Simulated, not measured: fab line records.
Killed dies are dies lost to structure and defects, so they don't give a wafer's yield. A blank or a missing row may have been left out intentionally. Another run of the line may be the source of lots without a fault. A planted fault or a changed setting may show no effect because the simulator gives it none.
fab line records	flow sky130
[record] lots = 12	wafers = 36	lastDay = 50
route steps=708 shown CONTACT@411 METAL1@437 VIA1@460 METAL2@486 PAD_OPEN@708
lots that met no fault: taken from a fault-free run of the same line
startH: the number of hours between the record's first day and the start of the first shown wafer of the lot	waitH: time in hours since the lot's previous step	" repeats the value in the row above	L1.1+2: a row that stands for several wafers	- no value, or no start was given	* or withheld: withheld	< > ~ a bound
route shown NAME@n: NAME is a module with steps in the file, n the number in the route of the first one	usual: average and standard deviation across the fault-free wafers	same: alike in all rows	chamber/n: place in a boat	sites: the reading at each site	_std_site: standard deviation of those values	_edge_site: the outer-site mean with the inner-site mean subtracted	radiusMm: for every site, how far away it sits from the centre of the wafer	mask NAME#n: copy n	behind: the last tool/chamber to shape the wafer	hold: why the lot was held/for how many hours/how that ended	device: the n, p or np transistor that did not switch	end of line: tests of these same wafers at the route's end	a step with no rows: only its recipe	killed: at the first sort, the dies lost to defects and structure; wafer yield is something else	map: dies across one wafer; x = killed, . = not, _ = none there
set.NAME: the run value of the setting; set.NAME@STEP: its run value at that earlier step	model.NAME: the simulator's own value behind a step, which no gauge read
steps of the route over a sample of lots; a table a step, a row a wafer
services: the hour from which a tool's chamber was out of use, counted from the record's first day as startH (under 0 if before that day), plus the number of hours and why
[[steps]]
[step SKY_CONTACT_BOW_MEAS_05]
[recipe] mode = bow
[usual] CONTACT_BOW = 82/6.6
lot.wafer	tool	chamber	startH	waitH	CONTACT_BOW[um]
L377.1	filmMetro-02	-	702.23	0.2	81
L377.2	"	-	"	"	82
L377.5	"	-	"	"	72
L378.1	filmMetro-04	-	723.59	0.2	73
L378.2	"	-	"	"	73
L378.3	"	-	"	"	74
L380.3	filmMetro-04	-	732.03	0.2	73
L380.5	"	-	"	"	74
L380.6	"	-	"	"	68
L381.1	filmMetro-02	-	756.44	0.2	90
L381.3	"	-	"	"	80
L381.4	"	-	"	"	71
L383.2	filmMetro-03	-	770.91	0.2	82
L383.4	"	-	"	"	79
L383.5	"	-	"	"	80
L385.1	filmMetro-02	-	788.20	0.2	83
L385.4	"	-	"	"	82
L385.5	"	-	"	"	78
L389.1	filmMetro-03	-	810.72	0.1	86
L389.2	"	-	"	"	77
L389.6	"	-	"	"	82
L390.1	filmMetro-04	-	817.19	0.1	88
L390.2	"	-	"	"	87
L390.6	"	-	"	"	90
L391.1	filmMetro-03	-	823.44	0.2	83
L391.2	"	-	"	"	80
L391.5	"	-	"	"	85
L394.1	filmMetro-03	-	841.42	0.2	71
L394.2	"	-	"	"	68
L394.4	"	-	"	"	81
L397.3	filmMetro-03	-	856.05	0.2	82
L397.5	"	-	"	"	81
L397.6	"	-	"	"	82
L399.1	filmMetro-02	-	870.31	0.1	86
L399.3	"	-	"	"	81
L399.5	"	-	"	"	73
[step SKY_METAL1_SPUTTER_03]
[recipe] material = Ti	targetThkNm = 5	powerW = 3000	timeS = 3.3	chamberPressurePa = 0.4
[usual] cathodeDcPowerW = 3000.0/0.52	throttleValvePct = 29.9/1.2
lot.wafer	tool	chamber	startH	waitH	cathodeDcPowerW	throttleValvePct
L377.1	pvdSputter-04	-	731.76	0.0	3000.9	31.7
L377.2	"	-	"	"	3000.1	28.4
L377.5	"	-	"	"	3000.8	28.4
L378.1	pvdSputter-02	-	752.62	0.0	3000.1	31.4
L378.2	"	-	"	"	3000.9	29.8
L378.3	"	-	"	"	2999.0	29.1
L380.3	pvdSputter-04	-	760.70	0.0	3000.2	28.9
L380.5	"	-	"	"	3001.1	29.0
L380.6	"	-	"	"	2999.6	28.3
L381.1	pvdSputter-02	-	784.90	0.0	2999.4	29.9
L381.3	"	-	"	"	3000.4	29.4
L381.4	"	-	"	"	3001.0	31.4
L383.2	pvdSputter-04	-	798.52	0.0	2999.6	28.6
L383.4	"	-	"	"	2999.6	28.4
L383.5	"	-	"	"	3000.1	32.0
L385.1	pvdSputter-01	-	814.67	0.0	3000.2	30.6
L385.4	"	-	"	"	2998.9	29.9
L385.5	"	-	"	"	3000.3	30.0
L389.1	pvdSputter-04	-	838.55	0.0	2999.9	28.9
L389.2	"	-	"	"	3000.4	32.0
L389.6	"	-	"	"	3000.5	28.4
L390.1	pvdSputter-02	-	844.85	0.0	2999.8	29.8
L390.2	"	-	"	"	2999.9	31.5
L390.6	"	-	"	"	2999.6	29.4
L391.1	pvdSputter-02	-	852.02	0.0	2999.9	31.3
L391.2	"	-	"	"	3000.3	29.5
L391.5	"	-	"	"	2999.8	29.9
L394.1	pvdSputter-04	-	869.12	0.0	2999.5	28.8
L394.2	"	-	"	"	3000.3	32.3
L394.4	"	-	"	"	3000.3	28.4
L397.3	pvdSputter-02	-	883.97	0.0	3000.3	29.3
L397.5	"	-	"	"	3000.8	31.2
L397.6	"	-	"	"	3000.0	29.2
L399.1	pvdSputter-04	-	898.06	0.0	3000.4	28.8
L399.3	"	-	"	"	2999.4	28.5
L399.5	"	-	"	"	3000.1	28.7
[step SKY_VIA1_CMP_02]
[recipe] material = SiO2	downForcePsi = 4	platenRpm = 60	padVelocityMS = 0.94248
[usual] motorCurrentA = 12.3/0.99
lot.wafer	tool	chamber	startH	waitH	motorCurrentA
L377.1	cmp-02	1	759.73	0.1	14.2
L377.2	"	0	"	"	12.3
L377.5	"	2	"	"	12.7
L378.1	cmp-02	1	779.97	0.1	13.3
L378.3	"	2	"	"	13.0
L378.2	"	0	"	"	12.3
L380.3	cmp-01	0	789.10	0.1	12.8
L380.5	"	2	"	"	11.6
L380.6	"	3	"	"	10.8
L381.4	cmp-02	1	811.82	0.0	13.5
L381.1	"	3	"	"	12.1
L381.3	"	0	"	"	12.3
L383.4	cmp-01	0	823.86	0.0	13.1
L383.2	"	3	"	"	10.4
L383.5	"	1	"	"	11.3
L385.1	cmp-02	0	841.71	0.1	11.6
L385.4	"	1	"	"	13.5
L385.5	"	2	"	"	12.6
L389.1	cmp-02	2	865.53	0.1	12.8
L389.2	"	0	"	"	12.2
L389.6	"	2	"	"	12.2
L390.1	cmp-02	1	872.25	0.1	12.7
L390.2	"	2	"	"	13.5
L390.6	"	1	"	"	13.2
L391.2	cmp-02	1	879.57	0.1	13.9
L391.1	"	2	"	"	13.6
L391.5	"	0	"	"	11.5
L394.4	cmp-02	3	896.03	0.2	11.9
L394.1	"	1	"	"	13.1
L394.2	"	2	"	"	13.0
L397.3	cmp-02	1	910.24	0.2	12.4
L397.6	"	2	"	"	12.8
L397.5	"	3	"	"	12.0
L399.1	cmp-01	0	924.32	0.1	13.7
L399.3	"	1	"	"	11.1
L399.5	"	3	"	"	10.5
[step SKY_VIA1_ETCH_15]
[recipe] target = SiO2	chemistry = C4F8/O2/Ar	targetDepthNm = 351	stopOn = TiN	maskMaterial = KrF-thick	sourceW = 1500	biasW = 1200	pressureMtorr = 40	c4f8FlowSccm = withheld	O2_flow_sccm = 6	Ar_flow_sccm = 300	timeS = 54
[usual] oesProductAu = 0.981/0.0067
lot.wafer	tool	chamber	startH	waitH	oesProductAu	rfHoursCounterH
L377.1	rieDiel-02	3	786.33	0.0	0.983	33
L377.2	"	2	"	"	0.979	13
L377.5	"	3	"	"	0.987	-
L378.1	rieDiel-03	1	806.46	0.0	0.977	25
L378.2	"	3	"	"	0.981	14
L378.3	"	2	"	"	0.989	11
L380.3	rieDiel-01	1	814.51	0.0	0.994	16
L380.5	"	2	"	"	0.989	-
L380.6	"	1	"	"	0.984	-
L381.1	rieDiel-02	2	838.38	0.0	0.986	14
L381.3	"	0	"	"	0.979	19
L381.4	"	3	"	"	0.987	0
L383.2	rieDiel-02	0	851.01	0.0	0.969	20
L383.4	"	2	"	"	0.980	15
L383.5	"	1	"	"	0.982	-
L385.1	rieDiel-03	3	868.03	0.0	0.985	17
L385.4	"	0	"	"	0.980	-
L385.5	"	3	"	"	0.989	-
L389.1	rieDiel-01	2	891.20	0.0	0.978	11
L389.2	"	1	"	"	0.986	19
L389.6	"	0	"	"	0.977	-
L390.1	rieDiel-02	3	898.25	0.0	0.987	2
L390.2	"	0	"	"	0.978	21
L390.6	"	0	"	"	0.969	-
L391.1	rieDiel-01	1	905.05	0.0	0.986	19
L391.2	"	2	"	"	0.978	12
L391.5	"	0	"	"	0.984	-
L394.1	rieDiel-02	1	921.50	0.0	0.973	20
L394.2	"	3	"	"	0.979	3
L394.4	"	2	"	"	0.987	15
L397.3	rieDiel-02	1	934.35	0.0	0.967	20
L397.5	"	3	"	"	0.982	-
L397.6	"	2	"	"	1.012	-
L399.1	rieDiel-01	2	948.73	0.0	0.989	13
L399.3	"	0	"	"	0.989	18
L399.5	"	0	"	"	0.984	-
[step SKY_METAL2_SPUTTER_03]
[recipe] material = Ti	targetThkNm = 5	powerW = 3000	timeS = 3.3	chamberPressurePa = 0.4
[usual] cathodeDcPowerW = 3000.0/0.52	throttleValvePct = 29.9/1.2
lot.wafer	tool	chamber	startH	waitH	cathodeDcPowerW	throttleValvePct
L377.1	pvdSputter-03	-	787.72	0.0	3000.1	28.1
L377.2	"	-	"	"	2999.6	29.8
L377.5	"	-	"	"	3000.4	29.8
L378.1	pvdSputter-04	-	807.86	0.0	3001.0	32.1
L378.2	"	-	"	"	2999.3	28.1
L378.3	"	-	"	"	2999.5	28.7
L380.3	pvdSputter-02	-	815.86	0.0	3000.5	29.9
L380.5	"	-	"	"	3000.3	30.1
L380.6	"	-	"	"	2999.8	31.5
L381.1	pvdSputter-04	-	839.73	0.0	3000.4	28.5
L381.3	"	-	"	"	2999.2	28.3
L381.4	"	-	"	"	3000.5	28.6
L383.2	pvdSputter-04	-	852.39	0.0	2999.2	28.4
L383.4	"	-	"	"	3000.2	31.9
L383.5	"	-	"	"	3001.0	28.7
L385.1	pvdSputter-03	-	869.42	0.0	3000.2	29.7
L385.4	"	-	"	"	2999.7	30.8
L385.5	"	-	"	"	2998.7	30.6
L389.1	pvdSputter-03	-	892.64	0.0	3000.1	29.6
L389.2	"	-	"	"	3000.2	28.6
L389.6	"	-	"	"	3000.0	28.1
L390.1	pvdSputter-03	-	899.65	0.0	3000.3	31.2
L390.2	"	-	"	"	2999.9	28.3
L390.6	"	-	"	"	3000.3	31.0
L391.1	pvdSputter-04	-	906.80	0.0	2999.8	31.6
L391.2	"	-	"	"	2999.8	28.6
L391.5	"	-	"	"	3001.3	32.0
L394.1	pvdSputter-03	-	923.79	0.0	3001.4	29.8
L394.2	"	-	"	"	3000.2	30.9
L394.4	"	-	"	"	3000.0	28.2
L397.3	pvdSputter-03	-	935.70	0.0	3000.0	30.5
L397.5	"	-	"	"	3000.3	30.6
L397.6	"	-	"	"	3000.2	28.4
L399.1	pvdSputter-02	-	950.14	0.0	3000.5	31.6
L399.3	"	-	"	"	3001.2	29.8
L399.5	"	-	"	"	2999.7	29.3
[step SKY_PAD_OPEN_PROBE_99]
[usual] defectLimitedYield = 82.5/1.9	killed_at_M0_to_M3 = 43/6.8	killed_at_M4_up = 3.2/1.8	killedAtContacts = 24/6.2	killedAtFrontEnd = 15/4.7	killedAtOther = 0.4/0.63	killedDies = 86/9.6	killedOpen = 47/6.9	killedShort = 39/6.3
[same] grossDies = 492	killedAtBackSide = 0
lot.wafer	tool	chamber	startH	waitH	defectLimitedYield[%]	killed_at_M0_to_M3	killed_at_M4_up	killedAtContacts	killedAtFrontEnd	killedAtOther	killedDies	killedOpen	killedShort
L377.1	prober-01	-	1069.62	0.1	82.9	42	1	17	22	2	84	41	43
L377.2	prober-01	-	1069.67	0.1	84.3	41	3	21	12	0	77	42	35
L377.5	prober-01	-	1069.82	0.2	82.9	42	3	19	20	0	84	47	37
L378.1	prober-02	-	1080.48	0.1	82.5	41	2	27	16	0	86	51	34
L378.2	prober-02	-	1080.53	0.1	79.9	51	4	22	22	0	99	58	41
L378.3	prober-02	-	1080.58	0.2	82.7	39	1	27	18	0	85	50	34
L380.3	prober-02	-	1091.11	0.2	85.2	47	0	17	8	1	73	45	28
L380.5	prober-02	-	1091.21	0.2	85.0	41	2	26	5	0	74	49	25
L380.6	prober-02	-	1091.26	0.2	83.9	49	0	21	8	1	79	43	35
L381.1	prober-02	-	1112.03	0.1	81.5	46	2	29	13	1	91	49	40
L381.3	prober-02	-	1112.13	0.2	82.9	51	3	15	15	0	84	47	37
L381.4	prober-02	-	1112.18	0.2	81.1	36	5	30	22	0	93	52	40
L383.2	prober-01	-	1119.08	0.1	80.9	49	3	26	16	0	94	62	32
L383.4	prober-01	-	1119.18	0.2	82.9	42	3	25	13	1	84	43	40
L383.5	prober-01	-	1119.23	0.2	82.1	43	4	25	16	0	88	52	36
L385.1	prober-01	-	1131.72	0.1	79.7	44	5	33	18	0	100	56	42
L385.4	prober-01	-	1131.87	0.2	83.3	39	7	18	18	0	82	40	41
L385.5	prober-01	-	1131.92	0.2	81.1	40	1	41	11	0	93	42	49
L389.1	prober-01	-	1153.25	0.1	81.5	45	6	31	9	0	91	48	42
L389.2	prober-01	-	1153.30	0.1	79.9	56	2	29	11	1	99	60	38
L389.6	prober-01	-	1153.50	0.2	83.5	52	3	17	9	0	81	42	39
L390.1	prober-02	-	1156.86	0.1	81.1	51	3	22	17	0	93	49	44
L390.2	prober-02	-	1156.91	0.1	84.1	47	4	21	6	0	78	46	32
L390.6	prober-02	-	1157.11	0.2	84.1	34	5	17	21	1	78	44	34
L391.1	prober-02	-	1160.88	0.1	81.5	49	3	24	14	1	91	43	45
L391.2	prober-02	-	1160.93	0.1	80.9	49	6	16	23	0	94	55	39
L391.5	prober-02	-	1161.08	0.2	82.3	40	4	27	15	1	87	44	42
L394.1	prober-02	-	1174.58	0.1	82.1	40	2	24	22	0	88	41	47
L394.2	prober-02	-	1174.63	0.1	83.5	39	5	24	13	0	81	40	41
L394.4	prober-02	-	1174.73	0.2	80.5	40	8	41	7	0	96	46	50
L397.3	prober-01	-	1178.96	0.2	86.6	39	3	9	14	1	66	30	34
L397.5	prober-01	-	1179.06	0.2	81.7	38	4	29	19	0	90	44	45
L397.6	prober-01	-	1179.11	0.2	81.3	46	3	32	11	0	92	53	37
L399.1	prober-01	-	1191.73	0.1	85.8	32	1	24	13	0	70	39	31
L399.3	prober-01	-	1191.83	0.2	82.1	42	4	33	9	0	88	46	42
L399.5	prober-01	-	1191.93	0.2	85.0	31	5	26	11	1	74	43	30
// killed by level:class
L377.1 VIA1:geometricParticle:open=11 METAL1:geometricParticle:short=9 FIELD_ISO:geometricParticle:short=7 LI_CONTACT:geometricParticle:open=6 VIA2:geometricParticle:open=6 CONTACT:geometricParticle:open=5 POLY_GATE:geometricParticle:open=4 VIA1:geometricParticle:short=4
L377.2 VIA2:geometricParticle:open=10 VIA3:geometricParticle:open=8 CONTACT:geometricParticle:short=7 LI_CONTACT:geometricParticle:open=6 CONTACT:geometricParticle:open=6 METAL1:geometricParticle:short=6 FIELD_ISO:geometricParticle:short=4 VIA1:geometricParticle:short=4
L377.5 VIA3:geometricParticle:open=10 VIA1:geometricParticle:open=8 FIELD_ISO:geometricParticle:short=7 CONTACT:geometricParticle:open=7 VIA2:geometricParticle:open=7 POLY_GATE:geometricParticle:open=6 LI_CONTACT:geometricParticle:short=5 POLY_GATE:geometricParticle:short=4
L378.1 LI_CONTACT:geometricParticle:open=11 CONTACT:geometricParticle:open=10 METAL1:geometricParticle:short=8 VIA1:geometricParticle:open=8 VIA2:geometricParticle:open=8 FIELD_ISO:geometricParticle:open=4 FIELD_ISO:geometricParticle:short=4 VIA1:geometricParticle:short=4
L378.2 VIA1:geometricParticle:open=17 LI_CONTACT:geometricParticle:open=11 VIA1:geometricParticle:short=9 METAL2:geometricParticle:short=7 FIELD_ISO:geometricParticle:short=6 CONTACT:geometricParticle:open=6 VIA2:geometricParticle:open=6 POLY_GATE:geometricParticle:open=5
L378.3 CONTACT:geometricParticle:open=14 VIA1:geometricParticle:open=11 POLY_GATE:geometricParticle:open=5 LI_CONTACT:geometricParticle:open=5 VIA1:geometricParticle:short=5 VIA2:geometricParticle:open=5 METAL2:geometricParticle:short=5 FIELD_ISO:geometricParticle:short=4
L380.3 VIA1:geometricParticle:open=15 LI_CONTACT:geometricParticle:open=6 CONTACT:geometricParticle:open=6 VIA2:geometricParticle:open=5 METAL2:geometricParticle:short=5 METAL1:geometricParticle:short=4 VIA3:geometricParticle:open=4 VIA1:geometricParticle:short=3
L380.5 LI_CONTACT:geometricParticle:open=11 VIA1:geometricParticle:open=9 VIA3:geometricParticle:open=9 CONTACT:geometricParticle:open=8 VIA1:geometricParticle:short=6 VIA2:geometricParticle:open=5 LI_CONTACT:geometricParticle:short=3 METAL1:geometricParticle:open=3
L380.6 VIA1:geometricParticle:open=15 VIA2:geometricParticle:open=7 LOCAL_INTERCONNECT:geometricParticle:short=6 VIA3:geometricParticle:open=6 METAL2:geometricParticle:short=5 LI_CONTACT:geometricParticle:open=4 CONTACT:geometricParticle:short=4 CONTACT:geometricParticle:open=4
L381.1 VIA1:geometricParticle:open=15 CONTACT:geometricParticle:open=9 LI_CONTACT:geometricParticle:open=8 METAL1:geometricParticle:short=8 CONTACT:geometricParticle:short=5 VIA1:geometricParticle:short=4 METAL2:geometricParticle:short=4 VIA2:geometricParticle:short=4
L381.3 VIA3:geometricParticle:open=9 METAL2:geometricParticle:short=7 CONTACT:geometricParticle:open=6 VIA1:geometricParticle:open=6 VIA2:geometricParticle:open=6 FIELD_ISO:geometricParticle:open=5 LI_CONTACT:geometricParticle:open=5 VIA1:geometricParticle:short=5
L381.4 CONTACT:geometricParticle:open=12 VIA1:geometricParticle:open=9 POLY_GATE:geometricParticle:open=6 METAL2:geometricParticle:short=5 CONTACT:geometricParticle:short=5 LI_CONTACT:geometricParticle:open=5 POLY_GATE:geometricParticle:short=4 VIA4:geometricParticle:open=4
L383.2 VIA1:geometricParticle:open=18 LI_CONTACT:geometricParticle:open=9 CONTACT:geometricParticle:open=9 VIA1:geometricParticle:short=6 FIELD_ISO:geometricParticle:open=5 METAL1:geometricParticle:short=5 VIA3:geometricParticle:short=5 VIA3:geometricParticle:open=5
L383.4 VIA2:geometricParticle:open=11 METAL1:geometricParticle:short=8 VIA1:geometricParticle:open=8 CONTACT:geometricParticle:open=7 LI_CONTACT:geometricParticle:short=6 CONTACT:geometricParticle:short=6 LI_CONTACT:geometricParticle:open=5 VIA1:geometricParticle:short=4
L383.5 CONTACT:geometricParticle:open=12 VIA1:geometricParticle:open=12 LI_CONTACT:geometricParticle:open=7 POLY_GATE:geometricParticle:open=6 VIA2:geometricParticle:open=6 VIA3:geometricParticle:open=5 POLY_GATE:geometricParticle:short=4 CONTACT:geometricParticle:short=4
L385.1 LI_CONTACT:geometricParticle:open=14 VIA3:geometricParticle:open=9 CONTACT:geometricParticle:open=8 FIELD_ISO:geometricParticle:short=7 VIA1:geometricParticle:open=7 LI_CONTACT:geometricParticle:short=5 VIA2:geometricParticle:open=5 METAL1:geometricParticle:short=4
L385.4 CONTACT:geometricParticle:open=8 VIA1:geometricParticle:open=7 VIA3:geometricParticle:open=7 METAL4:geometricParticle:short=7 LI_CONTACT:geometricParticle:short=6 VIA2:geometricParticle:open=5 FIELD_ISO:geometricParticle:short=4 VIA1:geometricParticle:short=4
L385.5 CONTACT:geometricParticle:open=14 LOCAL_INTERCONNECT:geometricParticle:short=11 METAL2:geometricParticle:short=9 LI_CONTACT:geometricParticle:open=7 VIA1:geometricParticle:open=6 VIA2:geometricParticle:short=6 LI_CONTACT:geometricParticle:short=5 METAL1:geometricParticle:short=5
L389.1 LI_CONTACT:geometricParticle:open=9 VIA2:geometricParticle:open=9 CONTACT:geometricParticle:open=8 CONTACT:geometricParticle:short=7 METAL2:geometricParticle:short=6 VIA3:geometricParticle:open=5 VIA1:geometricParticle:open=5 METAL4:geometricParticle:short=5
L389.2 CONTACT:geometricParticle:open=12 VIA1:geometricParticle:open=11 METAL2:geometricParticle:short=11 METAL1:geometricParticle:short=9 LI_CONTACT:geometricParticle:open=8 VIA2:geometricParticle:open=8 VIA3:geometricParticle:open=4 POLY_GATE:geometricParticle:open=3
L389.6 VIA1:geometricParticle:open=11 METAL1:geometricParticle:short=7 VIA3:geometricParticle:open=7 VIA2:geometricParticle:open=6 CONTACT:geometricParticle:short=5 CONTACT:geometricParticle:open=4 VIA3:geometricParticle:short=4 METAL3:geometricParticle:short=4
L390.1 VIA1:geometricParticle:open=13 METAL2:geometricParticle:short=8 CONTACT:geometricParticle:open=8 LI_CONTACT:geometricParticle:open=7 VIA1:geometricParticle:short=7 POLY_GATE:geometricParticle:short=6 VIA3:geometricParticle:open=6 VIA2:geometricParticle:open=4
L390.2 VIA1:geometricParticle:open=10 LI_CONTACT:geometricParticle:open=7 CONTACT:geometricParticle:open=7 METAL1:geometricParticle:short=7 VIA3:geometricParticle:open=7 VIA2:geometricParticle:open=6 METAL2:geometricParticle:short=5 CONTACT:geometricParticle:short=4
L390.6 VIA1:geometricParticle:open=7 CONTACT:geometricParticle:open=6 VIA3:geometricParticle:open=6 FIELD_ISO:geometricParticle:open=5 POLY_GATE:geometricParticle:open=5 METAL2:geometricParticle:short=5 FIELD_ISO:geometricParticle:short=4 POLY_GATE:geometricParticle:short=4
L391.1 VIA3:geometricParticle:open=10 METAL2:geometricParticle:short=9 VIA2:geometricParticle:open=7 CONTACT:geometricParticle:open=7 VIA1:geometricParticle:short=6 VIA1:geometricParticle:open=6 LI_CONTACT:geometricParticle:open=5 LOCAL_INTERCONNECT:geometricParticle:short=5
L391.2 VIA1:geometricParticle:open=11 CONTACT:geometricParticle:open=8 POLY_GATE:geometricParticle:short=6 VIA2:geometricParticle:open=6 VIA3:geometricParticle:open=6 FIELD_ISO:geometricParticle:short=5 VIA1:geometricParticle:short=5 METAL2:geometricParticle:short=5
L391.5 VIA1:geometricParticle:open=9 VIA3:geometricParticle:open=8 LI_CONTACT:geometricParticle:open=7 VIA1:geometricParticle:short=7 CONTACT:geometricParticle:open=6 FIELD_ISO:geometricParticle:short=5 LI_CONTACT:geometricParticle:short=5 CONTACT:geometricParticle:short=5
L394.1 VIA1:geometricParticle:open=15 VIA1:geometricParticle:short=8 FIELD_ISO:geometricParticle:short=7 CONTACT:geometricParticle:open=6 METAL1:geometricParticle:short=6 POLY_GATE:geometricParticle:short=5 LI_CONTACT:geometricParticle:open=5 POLY_GATE:geometricParticle:open=4
L394.2 VIA1:geometricParticle:open=11 VIA1:geometricParticle:short=8 CONTACT:geometricParticle:open=7 LI_CONTACT:geometricParticle:open=6 METAL2:geometricParticle:short=6 POLY_GATE:geometricParticle:open=5 METAL4:geometricParticle:short=5 FIELD_ISO:geometricParticle:short=4
L394.4 CONTACT:geometricParticle:open=13 VIA1:geometricParticle:open=12 LI_CONTACT:geometricParticle:open=11 METAL4:geometricParticle:short=8 CONTACT:geometricParticle:short=7 METAL2:geometricParticle:short=6 LOCAL_INTERCONNECT:geometricParticle:short=6 METAL1:geometricParticle:short=5
L397.3 VIA3:geometricParticle:open=8 VIA3:geometricParticle:short=5 VIA1:geometricParticle:open=5 METAL2:geometricParticle:short=4 CONTACT:geometricParticle:open=4 METAL1:geometricParticle:short=4 SPACER:geometricParticle:short=3 METAL3:geometricParticle:short=3
L397.5 CONTACT:geometricParticle:open=9 LOCAL_INTERCONNECT:geometricParticle:short=8 VIA2:geometricParticle:open=8 FIELD_ISO:geometricParticle:short=5 LI_CONTACT:geometricParticle:open=5 CONTACT:geometricParticle:short=5 VIA1:geometricParticle:open=5 METAL2:geometricParticle:short=5
L397.6 LI_CONTACT:geometricParticle:open=12 VIA1:geometricParticle:open=12 CONTACT:geometricParticle:open=11 VIA1:geometricParticle:short=7 METAL2:geometricParticle:short=6 VIA2:geometricParticle:open=6 CONTACT:geometricParticle:short=5 FIELD_ISO:geometricParticle:short=3
L399.1 VIA1:geometricParticle:open=11 CONTACT:geometricParticle:open=9 FIELD_ISO:geometricParticle:open=5 LI_CONTACT:geometricParticle:open=5 CONTACT:geometricParticle:short=5 LI_CONTACT:geometricParticle:short=4 METAL1:geometricParticle:short=4 VIA1:geometricParticle:short=4
L399.3 LI_CONTACT:geometricParticle:open=12 VIA1:geometricParticle:open=8 CONTACT:geometricParticle:short=7 CONTACT:geometricParticle:open=7 METAL2:geometricParticle:short=6 VIA3:geometricParticle:open=6 VIA2:geometricParticle:open=5 LOCAL_INTERCONNECT:geometricParticle:short=4
L399.5 LI_CONTACT:geometricParticle:open=10 CONTACT:geometricParticle:open=7 POLY_GATE:geometricParticle:open=6 VIA2:geometricParticle:open=6 VIA1:geometricParticle:open=6 LI_CONTACT:geometricParticle:short=5 METAL1:geometricParticle:short=5 METAL4:geometricParticle:short=4
[[services]]
tool	chamber	startH	hours	kind
rieDiel-02	1	708.36	2.1	repair
cmp-02	-	711.72	8.9	repair
rieDiel-01	0	719.81	10.0	repair
cmp-02	-	729.73	4.8	pm
cmp-01	-	757.05	4.0	pm
cmp-02	-	761.05	9.3	pm
rieDiel-02	-	780.89	0.5	repair
pvdSputter-04	-	783.67	8.1	repair
rieDiel-01	0	784.14	9.5	repair
pvdSputter-03	-	789.45	3.3	repair
rieDiel-01	-	791.67	2.8	pm
rieDiel-02	2	814.58	6.8	repair
rieDiel-01	0	818.92	8.0	repair
cmp-02	-	822.07	1.0	repair
rieDiel-02	2	867.48	40.0	repair
pvdSputter-04	-	883.74	1.3	repair
cmp-01	-	892.20	5.7	pm
cmp-02	-	903.60	1.4	repair
cmp-02	-	912.00	4.0	pm
cmp-02	-	932.93	0.9	repair
rieDiel-02	0	939.08	9.1	repair
cmp-01	-	939.52	1.2	repair
rieDiel-02	1	945.24	4.0	repair
rieDiel-01	3	945.74	12.3	repair
[[key]]
[firstSign] step = SKY_VIA1_ETCH_15	reading = oesProductAu	direction = up	sigmas = 4.5	usual = 0.981	struck = 1.012
effect none on later readings
metAt SKY_VIA1_CMP_02
struckLots L397
struckWafers L397.6
notActingAt SKY_CONTACT_BOW_MEAS_05,SKY_METAL1_SPUTTER_03,SKY_METAL2_SPUTTER_03
onsetBetween 896.03 910.24
[fault] kind = processParameterDrift	tool = cmp-02	chamber = -	onsetH = 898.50	steps = SKY_VIA1_CMP_02	channel = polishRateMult	offset = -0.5	shape = step	endH = 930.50	scope = struckWafersOnly
